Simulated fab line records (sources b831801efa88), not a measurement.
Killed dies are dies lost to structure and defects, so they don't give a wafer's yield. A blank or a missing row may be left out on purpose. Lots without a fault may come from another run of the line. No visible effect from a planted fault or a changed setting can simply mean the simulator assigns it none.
fab line records | flow sky130
record lots=5 | wafers=15 | last_day=49
route steps=708 shown METAL4@632 VIA4@639
lots that met no fault: taken from a fault-free run of the same line
start_h: hours from the record's opening day to when the first of the lot's shown wafers began | wait_h: how many hours have passed since the lot's step before this one | " as in the row above | L1.1+2: a single row standing in for several wafers | - value missing, or start not given | * or withheld: withheld | < > ~ a bound
route shown NAME@n: names a module that has steps shown in the file, with the first one's number in the route | usual: mean/standard deviation of fault-free wafers | same: alike in all rows | chamber/n: place in a boat | sites: readings site by site | _std_site: the values' standard deviation | _edge_site: the outer-site mean with the inner-site mean subtracted | radius_mm: for every site, how far away it sits from the centre of the wafer | mask NAME#n: copy n | behind: the tool/chamber that last shaped the wafer | hold: what put the lot on hold/how long, in hours/how the hold closed | device: transistor that didn't switch, given as n, p or np | end of line: the same wafers' tests at the end of the route | for a step that has no rows: nothing shown but its recipe | killed: dies lost to structure and defects at the first sort, not the wafer's yield | map: a wafer's dies, x killed, . not, _ none there
set.NAME: the setting the step ran with; set.NAME@STEP: the setting that earlier step ran with | model.NAME: the simulator's own value behind a step, which no gauge read
lots seen at some steps along the route; tables by step, rows by wafer
services: a tool's chamber out of use, with start hour (start_h, from the record's first day; less than 0 if before it), hours out, and reason
## steps
# step SKY_METAL4_ETCH_16
# recipe chemistry=N2/H2 | target=BARC | ion_energy_ev=200 | bias_w=100 | pressure_mtorr=30 | n2_flow_sccm=100 | h2_flow_sccm=200 | icp_w=500 | stop_on=SiO2 | time_s=88.2 | target_depth_a=600
# usual drypump_motor_current_A=5.54/0.21 | h2_flow_sccm=199.9/0.66 | oes_product_au=0.625/0.0046 | throttle_valve_pct=13.203/0.0098
lot.wafer | tool         | chamber | start_h | wait_h | drypump_motor_current_A | h2_flow_sccm | oes_product_au | rf_hours_counter_h | throttle_valve_pct
L077.1    | rie_metal-02 | 0       | 1003.26 | 0.0    | 5.52                    | 199.8        | 0.632          | 16                 | 13.191
L077.3    | "            | 1       | "       | "      | 5.83                    | 199.4        | 0.628          | -                  | 13.196
L077.6    | "            | 0       | "       | "      | 5.52                    | 199.3        | 0.621          | -                  | 13.202
L079.2    | rie_metal-03 | 1       | 1020.07 | 0.0    | 5.45                    | 199.7        | 0.627          | 0                  | 13.224
L079.3    | "            | 1       | "       | "      | 5.42                    | 200.4        | 0.633          | -                  | 13.206
L079.5    | "            | 0       | "       | "      | 5.47                    | 199.8        | 0.626          | -                  | 13.216
L080.2    | rie_metal-01 | 0       | 1033.61 | 0.0    | 5.86                    | 200.0        | 0.636          | 6                  | 13.191
L080.4    | "            | 1       | "       | "      | 5.11                    | 199.0        | 0.623          | -                  | 13.204
L080.5    | "            | 0       | "       | "      | 5.87                    | 200.1        | 0.627          | -                  | 13.209
L088.3    | rie_metal-03 | 0       | 1080.58 | 0.0    | 5.48                    | 199.5        | 0.619          | -                  | 13.201
L088.4    | "            | 1       | "       | "      | 5.47                    | 199.7        | 0.620          | -                  | 13.204
L088.5    | "            | 0       | "       | "      | 5.46                    | 200.6        | 0.631          | -                  | 13.218
L092.2    | rie_metal-02 | 0       | 1099.77 | 0.0    | 5.52                    | 199.7        | 0.627          | 22                 | 13.205
L092.3    | "            | 0       | "       | "      | 5.52                    | 199.0        | 0.618          | -                  | 13.205
L092.5    | "            | 0       | "       | "      | 5.51                    | 199.3        | 0.627          | -                  | 13.208
# step SKY_METAL4_ETCH_17
# recipe target=SiO2 | stop_on=TiN | chemistry=C4F8/O2/Ar | source_w=1500 | bias_w=1200 | pressure_mtorr=40 | c4f8_flow_sccm=withheld | O2_flow_sccm=6 | Ar_flow_sccm=300 | time_s=3.9 | target_depth_a=150
# usual oes_product_au=0.755/0.0073
lot.wafer | tool        | chamber | start_h | wait_h | oes_product_au | rf_hours_counter_h
L077.1    | rie_diel-01 | 2       | 1003.36 | 0.1    | 0.750          | 3
L077.3    | "           | 0       | "       | "      | 0.737          | 5
L077.6    | "           | 0       | "       | "      | 0.755          | -
L079.2    | rie_diel-03 | 1       | 1020.17 | 0.1    | 0.762          | 14
L079.3    | "           | 0       | "       | "      | 0.744          | 18
L079.5    | "           | 3       | "       | "      | 0.765          | -
L080.2    | rie_diel-02 | 3       | 1033.71 | 0.1    | 0.751          | 11
L080.4    | "           | 1       | "       | "      | 0.763          | 17
L080.5    | "           | 0       | "       | "      | 0.757          | -
L088.3    | rie_diel-01 | 3       | 1080.65 | 0.0    | 0.758          | 19
L088.4    | "           | 2       | "       | "      | 0.766          | 5
L088.5    | "           | 1       | "       | "      | 0.759          | -
L092.2    | rie_diel-01 | 0       | 1099.87 | 0.1    | 0.766          | 8
L092.3    | "           | 1       | "       | "      | 0.761          | 14
L092.5    | "           | 1       | "       | "      | 0.755          | -
# step SKY_METAL4_METAL_ETCH_18
# recipe target_depth_a=8450 | stop_on=SiO2 | over_etch_frac=0.3 | time_s=183.1 | chemistry=Cl2/BCl3 | resist_sidewall_deg=88 | pressure_mtorr=10 | icp_w=900 | bias_w=48.5 | Cl2_flow_sccm=60 | bcl3_flow_sccm=30
# usual drypump_motor_current_A=5.48/0.29 | oes_product_au=0.866/0.0075 | throttle_valve_pct=22.264/0.0095
# same over_etch_frac=0.3
lot.wafer | tool         | chamber | start_h | wait_h | drypump_motor_current_A | oes_product_au | rf_hours_counter_h | throttle_valve_pct
L077.1    | rie_metal-03 | 0       | 1003.38 | 0.0    | 5.48                    | 0.872          | 8                  | 22.266
L077.3    | "            | 0       | "       | "      | 5.46                    | 0.864          | -                  | 22.256
L077.6    | "            | 0       | "       | "      | 5.46                    | 0.860          | -                  | 22.276
L079.2    | rie_metal-01 | 1       | 1020.25 | 0.1    | 5.09                    | 0.877          | -                  | 22.272
L079.3    | "            | 1       | "       | "      | 5.06                    | 0.871          | -                  | 22.257
L079.5    | "            | 1       | "       | "      | 5.09                    | 0.853          | -                  | 22.253
L080.2    | rie_metal-02 | 0       | 1033.73 | 0.0    | 5.52                    | 0.857          | 18                 | 22.255
L080.4    | "            | 1       | "       | "      | 5.80                    | 0.869          | -                  | 22.262
L080.5    | "            | 0       | "       | "      | 5.51                    | 0.863          | -                  | 22.258
L088.3    | rie_metal-02 | 1       | 1080.73 | 0.1    | 5.81                    | 0.871          | -                  | 22.276
L088.4    | "            | 0       | "       | "      | 5.52                    | 0.867          | -                  | 22.264
L088.5    | "            | 0       | "       | "      | 5.50                    | 0.856          | -                  | 22.273
L092.2    | rie_metal-01 | 0       | 1099.89 | 0.0    | 5.86                    | 0.863          | 11                 | 22.258
L092.3    | "            | 1       | "       | "      | 5.12                    | 0.864          | -                  | 22.282
L092.5    | "            | 0       | "       | "      | 5.87                    | 0.860          | -                  | 22.273
# step SKY_METAL4_STRIP_19
# recipe chemistry=O2/N2 | power_w=1400 | pressure_mtorr=1500 | platen_temp_c=withheld | o2_flow_sccm=3000 | n2_flow_sccm=300 | overash_fraction=0.5
# usual drypump_motor_current_A=5.9/0.47 | oes_product_au=0.499/0.0063 | strip_time_to_endpoint_s=6.47/0.11
lot.wafer | tool            | chamber | start_h | wait_h | drypump_motor_current_A | oes_product_au | rf_hours_counter_h | strip_time_to_endpoint_s
L077.1    | plasma_asher-04 | 0       | 1003.73 | 0.3    | 6.0                     | 0.505          | 26                 | 6.59
L077.3    | "               | 0       | "       | "      | 6.0                     | 0.504          | -                  | 6.63
L077.6    | "               | 1       | "       | "      | 6.0                     | 0.507          | -                  | 6.58
L079.2    | plasma_asher-03 | 0       | 1020.54 | 0.2    | 5.9                     | 0.504          | 92                 | 6.42
L079.3    | "               | 1       | "       | "      | 6.5                     | 0.499          | -                  | 6.48
L079.5    | "               | 0       | "       | "      | 5.9                     | 0.499          | -                  | 6.47
L080.2    | plasma_asher-01 | 0       | 1033.91 | 0.1    | 5.3                     | 0.497          | 60                 | 6.36
L080.4    | "               | 0       | "       | "      | 5.2                     | 0.503          | -                  | 6.56
L080.5    | "               | 0       | "       | "      | 5.2                     | 0.493          | -                  | 6.35
L088.3    | plasma_asher-03 | 1       | 1080.88 | 0.1    | 6.5                     | 0.495          | -                  | 6.55
L088.4    | "               | 0       | "       | "      | 5.8                     | 0.487          | -                  | 6.39
L088.5    | "               | 0       | "       | "      | 5.9                     | 0.499          | -                  | 6.36
L092.2    | plasma_asher-03 | 0       | 1100.06 | 0.1    | 5.9                     | 0.497          | 101                | 6.45
L092.3    | "               | 1       | "       | "      | 6.5                     | 0.497          | -                  | 6.26
L092.5    | "               | 1       | "       | "      | 6.5                     | 0.496          | -                  | 6.43
# step SKY_METAL4_STRIP_20
# recipe chemistry=post_etch_residue_remover | time_s=1200 | temp_c=72.5
lot.wafer  | tool         | chamber | start_h | wait_h
L077.1+3+6 | wet_bench-02 | 1       | 1003.83 | 0.1
L079.2+3+5 | wet_bench-04 | 0       | 1020.64 | 0.1
L080.2+4+5 | wet_bench-02 | 0       | 1034.01 | 0.1
L088.3+4+5 | wet_bench-02 | 1       | 1080.95 | 0.0
L092.2+3+5 | wet_bench-01 | 0       | 1100.16 | 0.1
# step SKY_METAL4_CLEAN_21
# recipe chemistry=IPA | time_s=180 | temp_c=25
lot.wafer  | tool         | chamber | start_h | wait_h
L077.1+3+6 | wet_bench-04 | 2       | 1004.18 | 0.0
L079.2+3+5 | wet_bench-04 | 2       | 1020.98 | 0.0
L080.2+4+5 | wet_bench-01 | 2       | 1034.35 | 0.0
L088.3+4+5 | wet_bench-01 | 1       | 1081.29 | 0.0
L092.2+3+5 | wet_bench-01 | 0       | 1100.51 | 0.0
# step SKY_METAL4_CLEAN_22
# recipe chemistry=O3/DIW | dry=n2_spin
lot.wafer  | tool         | chamber | start_h | wait_h
L077.1+3+6 | wet_bench-02 | 0       | 1004.23 | 0.0
L079.2+3+5 | wet_bench-04 | 2       | 1021.04 | 0.0
L080.2+4+5 | wet_bench-04 | 2       | 1034.41 | 0.0
L088.3+4+5 | wet_bench-04 | 1       | 1081.35 | 0.0
L092.2+3+5 | wet_bench-04 | 1       | 1100.56 | 0.0
# step SKY_VIA4_HDPCVD_00
# recipe material=SiO2 | target_thk_nm=1750 | sigma_open_frac=0.3 | time_s=291.7 | temp_c=400 | sih4_flow_sccm=60 | pressure_mtorr=6
lot.wafer  | tool      | chamber | start_h | wait_h
L077.1+3+6 | hdpcvd-01 | 2,0,2   | 1004.33 | 0.0
L079.2+3+5 | hdpcvd-02 | 0,1,0   | 1021.13 | 0.0
L080.2+4+5 | hdpcvd-01 | 1,1,0   | 1034.51 | 0.0
L088.3+4+5 | hdpcvd-01 | 2,0,1   | 1081.44 | 0.0
L092.2+3+5 | hdpcvd-02 | 2,0,2   | 1100.66 | 0.0
# step SKY_VIA4_THK_MEAS_01
# recipe reads=SiO2_of_VIA4_HDPCVD_00
# usual VIA4_HDPCVD_THK=1751/22
lot.wafer | tool          | chamber | start_h | wait_h | VIA4_HDPCVD_THK[nm]
L077.1    | film_metro-03 | -       | 1004.51 | 0.1    | 1756
L077.3    | "             | -       | "       | "      | 1745
L077.6    | "             | -       | "       | "      | 1784
L079.2    | film_metro-02 | -       | 1021.32 | 0.1    | 1720
L079.3    | "             | -       | "       | "      | 1741
L079.5    | "             | -       | "       | "      | 1739
L080.2    | film_metro-03 | -       | 1034.70 | 0.1    | 1753
L080.4    | "             | -       | "       | "      | 1739
L080.5    | "             | -       | "       | "      | 1737
L088.3    | film_metro-02 | -       | 1081.64 | 0.1    | 1771
L088.4    | "             | -       | "       | "      | 1753
L088.5    | "             | -       | "       | "      | 1755
L092.2    | film_metro-03 | -       | 1100.84 | 0.1    | 1744
L092.3    | "             | -       | "       | "      | 1767
L092.5    | "             | -       | "       | "      | 1745
# step SKY_VIA4_CMP_02
# recipe material=SiO2 | down_force_psi=4 | platen_rpm=60 | pad_velocity_m_s=0.94248
# usual motor_current_A=11.5/1.2 | retaining_ring_pressure_frac=1.000/0.005
lot.wafer | tool   | chamber | start_h | wait_h | motor_current_A | retaining_ring_pressure_frac
L077.1    | cmp-01 | 1       | 1004.57 | 0.1    | 11.3            | 0.995
L077.3    | "      | 3       | "       | "      | 12.4            | 1.002
L077.6    | "      | 2       | "       | "      | 13.1            | 0.994
L079.2    | cmp-01 | 1       | 1021.37 | 0.0    | 11.4            | 0.999
L079.3    | "      | 3       | "       | "      | 11.9            | 0.999
L079.5    | "      | 2       | "       | "      | 13.3            | 0.997
L080.4    | cmp-02 | 0       | 1034.75 | 0.0    | 12.8            | 0.996
L080.2    | "      | 1       | "       | "      | 11.6            | 1.005
L080.5    | "      | 0       | "       | "      | 12.9            | 0.999
L088.4    | cmp-02 | 1       | 1081.69 | 0.0    | 12.3            | 1.000
L088.3    | "      | 2       | "       | "      | 10.9            | 1.001
L088.5    | "      | 2       | "       | "      | 10.2            | 0.997
L092.3    | cmp-02 | 0       | 1100.89 | 0.0    | 13.1            | 1.005
L092.2    | "      | 1       | "       | "      | 11.2            | 0.998
L092.5    | "      | 0       | "       | "      | 12.6            | 1.006
# step SKY_VIA4_BOW_MEAS_03
# recipe mode=bow
# usual VIA4_BOW=81/8.3
lot.wafer | tool          | chamber | start_h | wait_h | VIA4_BOW[um]
L077.1    | film_metro-02 | -       | 1004.87 | 0.2    | 82
L077.3    | "             | -       | "       | "      | 90
L077.6    | "             | -       | "       | "      | 71
L079.2    | film_metro-03 | -       | 1021.69 | 0.3    | 84
L079.3    | "             | -       | "       | "      | 75
L079.5    | "             | -       | "       | "      | 72
L080.2    | film_metro-03 | -       | 1035.07 | 0.2    | 66
L080.4    | "             | -       | "       | "      | 78
L080.5    | "             | -       | "       | "      | 70
L088.3    | film_metro-02 | -       | 1082.03 | 0.2    | 80
L088.4    | "             | -       | "       | "      | 77
L088.5    | "             | -       | "       | "      | 93
L092.2    | film_metro-01 | -       | 1101.21 | 0.2    | 89
L092.3    | "             | -       | "       | "      | 74
L092.5    | "             | -       | "       | "      | 70
# step SKY_VIA4_DEHYDRATE_04
# recipe temp_c=200 | time_s=60
# usual heater_power_total_W=160.39/0.13
lot.wafer | tool           | chamber | start_h | wait_h | heater_power_total_W
L077.1    | litho_track-01 | 0       | 1015.37 | 10.5   | 160.25
L077.3    | "              | 0       | "       | "      | 160.55
L077.6    | "              | 0       | "       | "      | 160.50
L079.2    | litho_track-02 | 0       | 1033.10 | 11.4   | 160.45
L079.3    | "              | 0       | "       | "      | 160.60
L079.5    | "              | 0       | "       | "      | 160.19
L080.2    | litho_track-01 | 0       | 1045.80 | 10.7   | 160.29
L080.4    | "              | 0       | "       | "      | 160.31
L080.5    | "              | 0       | "       | "      | 160.27
L088.3    | litho_track-04 | 0       | 1091.28 | 9.2    | 160.47
L088.4    | "              | 0       | "       | "      | 160.49
L088.5    | "              | 0       | "       | "      | 160.36
L092.2    | litho_track-02 | 0       | 1110.35 | 9.1    | 160.36
L092.3    | "              | 0       | "       | "      | 160.35
L092.5    | "              | 0       | "       | "      | 160.43
# step SKY_VIA4_HMDS_05
# recipe prime_time_s=60 | prime_temp_c=120
lot.wafer  | tool           | chamber | start_h | wait_h
L077.1+3+6 | litho_track-01 | 0       | 1015.52 | 0.1
L079.2+3+5 | litho_track-02 | 0       | 1033.25 | 0.1
L080.2+4+5 | litho_track-01 | 0       | 1045.95 | 0.1
L088.3+4+5 | litho_track-04 | 0       | 1091.43 | 0.1
L092.2+3+5 | litho_track-02 | 0       | 1110.50 | 0.1
# step SKY_VIA4_COAT_06
# recipe resist=NOVOLAK | spin_rpm=3000 | resist_thk_nm=1140
lot.wafer  | tool           | chamber | start_h | wait_h
L077.1+3+6 | litho_track-01 | 0       | 1015.67 | 0.1
L079.2+3+5 | litho_track-02 | 0       | 1033.40 | 0.1
L080.2+4+5 | litho_track-01 | 0       | 1046.10 | 0.1
L088.3+4+5 | litho_track-04 | 0       | 1091.58 | 0.1
L092.2+3+5 | litho_track-02 | 0       | 1110.65 | 0.1
# step SKY_VIA4_SOFTBAKE_07
# recipe temp_c=90 | time_s=60 | resist=NOVOLAK
# usual heater_power_total_W=56.60/0.045
lot.wafer | tool           | chamber | start_h | wait_h | heater_power_total_W
L077.1    | litho_track-01 | 0       | 1015.82 | 0.1    | 56.48
L077.3    | "              | 0       | "       | "      | 56.56
L077.6    | "              | 0       | "       | "      | 56.65
L079.2    | litho_track-02 | 0       | 1033.55 | 0.1    | 56.52
L079.3    | "              | 0       | "       | "      | 56.66
L079.5    | "              | 0       | "       | "      | 56.69
L080.2    | litho_track-01 | 0       | 1046.25 | 0.1    | 56.61
L080.4    | "              | 0       | "       | "      | 56.64
L080.5    | "              | 0       | "       | "      | 56.61
L088.3    | litho_track-04 | 0       | 1091.73 | 0.1    | 56.52
L088.4    | "              | 0       | "       | "      | 56.59
L088.5    | "              | 0       | "       | "      | 56.68
L092.2    | litho_track-02 | 0       | 1110.80 | 0.1    | 56.55
L092.3    | "              | 0       | "       | "      | 56.57
L092.5    | "              | 0       | "       | "      | 56.65
# step SKY_VIA4_EXPOSE_08
# recipe mask_id=VIM4 | na=0.6 | source_shape=conventional | sigma_outer=0.6 | polarization=unpolarized | target_cd_nm=800 | dose_mj=132
lot.wafer  | tool             | chamber | start_h | wait_h | mask
L077.1+3+6 | iline_stepper-02 | 0       | -       | -      | VIM4#0
L079.2+3+5 | iline_stepper-02 | 0       | -       | -      | VIM4#0
L080.2+4+5 | iline_stepper-01 | 0       | -       | -      | VIM4#0
L088.3+4+5 | iline_stepper-01 | 0       | -       | -      | VIM4#0
L092.2+3+5 | iline_stepper-02 | 0       | -       | -      | VIM4#0
# step SKY_VIA4_PEB_09
# recipe temp_c=withheld | time_s=* | resist=NOVOLAK
lot.wafer  | tool           | chamber | start_h | wait_h
L077.1+3+6 | litho_track-01 | 0       | -       | -
L079.2+3+5 | litho_track-04 | 0       | -       | -
L080.2+4+5 | litho_track-02 | 0       | -       | -
L088.3+4+5 | litho_track-04 | 0       | -       | -
L092.2+3+5 | litho_track-01 | 0       | -       | -
# step SKY_VIA4_DEVELOP_10
# recipe resist=NOVOLAK | developer=TMAH | develop_time_s=60 | dev_temp_c=23
lot.wafer  | tool           | chamber | start_h | wait_h
L077.1+3+6 | litho_track-01 | 0       | 1027.57 | 0.1
L079.2+3+5 | litho_track-04 | 0       | 1043.81 | 0.1
L080.2+4+5 | litho_track-02 | 0       | 1057.40 | 0.1
L088.3+4+5 | litho_track-04 | 0       | 1102.28 | 0.1
L092.2+3+5 | litho_track-01 | 0       | 1120.90 | 0.1
# step SKY_VIA4_OVL_MEAS_11
# usual VIA4_OVL=-0.3/1.3
lot.wafer | tool       | chamber | start_h | wait_h | VIA4_OVL[nm]
L077.1    | overlay-01 | -       | 1027.72 | 0.1    | -0.8
L077.3    | "          | -       | "       | "      | -2.0
L077.6    | "          | -       | "       | "      | 0.5
L079.2    | overlay-02 | -       | 1043.94 | 0.1    | 1.3
L079.3    | "          | -       | "       | "      | 1.0
L079.5    | "          | -       | "       | "      | 2.6
L080.2    | overlay-02 | -       | 1057.53 | 0.1    | -0.4
L080.4    | "          | -       | "       | "      | -3.1
L080.5    | "          | -       | "       | "      | -0.6
L088.3    | overlay-02 | -       | 1102.39 | 0.1    | 0.1
L088.4    | "          | -       | "       | "      | -0.4
L088.5    | "          | -       | "       | "      | -0.8
L092.2    | overlay-02 | -       | 1121.03 | 0.1    | -0.7
L092.3    | "          | -       | "       | "      | -1.0
L092.5    | "          | -       | "       | "      | 0.7
# step SKY_VIA4_ETCH_12
# recipe target=SiO2 | chemistry=C4F8/O2/Ar | stop_on=TiN | mask_material=NOVOLAK | source_w=1467 | bias_w=1200 | pressure_mtorr=40 | c4f8_flow_sccm=withheld | O2_flow_sccm=6 | Ar_flow_sccm=300 | time_s=withheld | target_depth_a=5800
# usual oes_product_au=0.925/0.0049
lot.wafer | tool        | chamber | start_h | wait_h | oes_product_au
L077.1    | rie_diel-04 | 1       | 1027.76 | 0.0    | 0.926
L077.3    | "           | 0       | "       | "      | 0.923
L077.6    | "           | 0       | "       | "      | 0.914
L079.2    | rie_diel-04 | 2       | 1043.97 | 0.0    | 0.919
L079.3    | "           | 3       | "       | "      | 0.921
L079.5    | "           | 2       | "       | "      | 0.931
L080.2    | rie_diel-01 | 0       | 1057.56 | 0.0    | 0.930
L080.4    | "           | 1       | "       | "      | 0.920
L080.5    | "           | 0       | "       | "      | 0.920
L088.3    | rie_diel-04 | 1       | 1102.42 | 0.0    | 0.926
L088.4    | "           | 0       | "       | "      | 0.927
L088.5    | "           | 2       | "       | "      | 0.925
L092.2    | rie_diel-01 | 2       | 1121.06 | 0.0    | 0.924
L092.3    | "           | 3       | "       | "      | 0.913
L092.5    | "           | 1       | "       | "      | 0.921
# step SKY_VIA4_STRIP_13
# recipe chemistry=O2/N2 | power_w=1400 | pressure_mtorr=1500 | platen_temp_c=withheld | o2_flow_sccm=3000 | n2_flow_sccm=300 | overash_fraction=0.5
# usual drypump_motor_current_A=6.0/0.3 | oes_product_au=0.709/0.0044 | strip_time_to_endpoint_s=12.81/0.033
lot.wafer | tool            | chamber | start_h | wait_h | drypump_motor_current_A | oes_product_au | rf_hours_counter_h | strip_time_to_endpoint_s
L077.1    | plasma_asher-03 | 1       | 1027.83 | -      | 6.5                     | 0.711          | 93                 | 12.78
L077.3    | "               | 1       | "       | "      | 6.5                     | 0.707          | -                  | 12.81
L077.6    | "               | 1       | "       | "      | 6.5                     | 0.705          | -                  | 12.83
L079.2    | plasma_asher-03 | 1       | 1044.04 | -      | 6.5                     | 0.708          | 95                 | 12.81
L079.3    | "               | 1       | "       | "      | 6.5                     | 0.711          | -                  | 12.84
L079.5    | "               | 1       | "       | "      | 6.5                     | 0.705          | -                  | 12.79
L080.2    | plasma_asher-03 | 0       | 1057.71 | -      | 5.9                     | 0.712          | 96                 | 12.77
L080.4    | "               | 1       | "       | "      | 6.5                     | 0.709          | -                  | 12.77
L080.5    | "               | 1       | "       | "      | 6.5                     | 0.718          | -                  | 12.81
L088.3    | plasma_asher-04 | 0       | 1102.52 | -      | 6.1                     | 0.716          | -                  | 12.78
L088.4    | "               | 1       | "       | "      | 6.0                     | 0.712          | -                  | 12.77
L088.5    | "               | 0       | "       | "      | 6.0                     | 0.711          | -                  | 12.80
L092.2    | plasma_asher-04 | 0       | 1121.13 | -      | 6.1                     | 0.712          | 37                 | 12.78
L092.3    | "               | 1       | "       | "      | 6.1                     | 0.712          | -                  | 12.83
L092.5    | "               | 1       | "       | "      | 6.0                     | 0.716          | -                  | 12.77
## services
tool             | chamber | start_h | hours | kind
hdpcvd-02        | -       | 980.31  | 0.8   | pm
cmp-02           | -       | 980.76  | 1.5   | repair
rie_diel-04      | 3       | 985.38  | 8.4   | repair
cmp-02           | -       | 985.39  | 1.1   | repair
cmp-02           | -       | 990.02  | 0.4   | repair
plasma_asher-03  | -       | 990.17  | 1.4   | repair
rie_metal-01     | 0       | 1017.30 | 3.6   | repair
wet_bench-01     | -       | 1024.64 | 8.2   | repair
cmp-01           | -       | 1029.14 | 3.4   | pm
rie_diel-04      | 1       | 1030.59 | 3.0   | repair
wet_bench-04     | -       | 1046.55 | 3.1   | repair
rie_metal-01     | 0       | 1048.92 | 16.9  | repair
iline_stepper-01 | -       | 1051.61 | 5.1   | repair
cmp-01           | -       | 1056.23 | 4.2   | pm
iline_stepper-01 | -       | 1056.74 | 2.1   | pm
wet_bench-01     | -       | 1058.00 | 3.4   | repair
iline_stepper-02 | -       | 1069.50 | 1.7   | pm
plasma_asher-03  | -       | 1073.49 | 0.9   | repair
rie_diel-04      | 3       | 1073.49 | 4.2   | repair
cmp-02           | -       | 1084.20 | 4.0   | pm
iline_stepper-02 | -       | 1095.70 | 2.1   | pm
rie_diel-01      | 3       | 1102.39 | 10.3  | repair
rie_metal-01     | -       | 1107.35 | 5.5   | repair
rie_metal-01     | 1       | 1117.92 | 20.3  | repair
## key
fault none
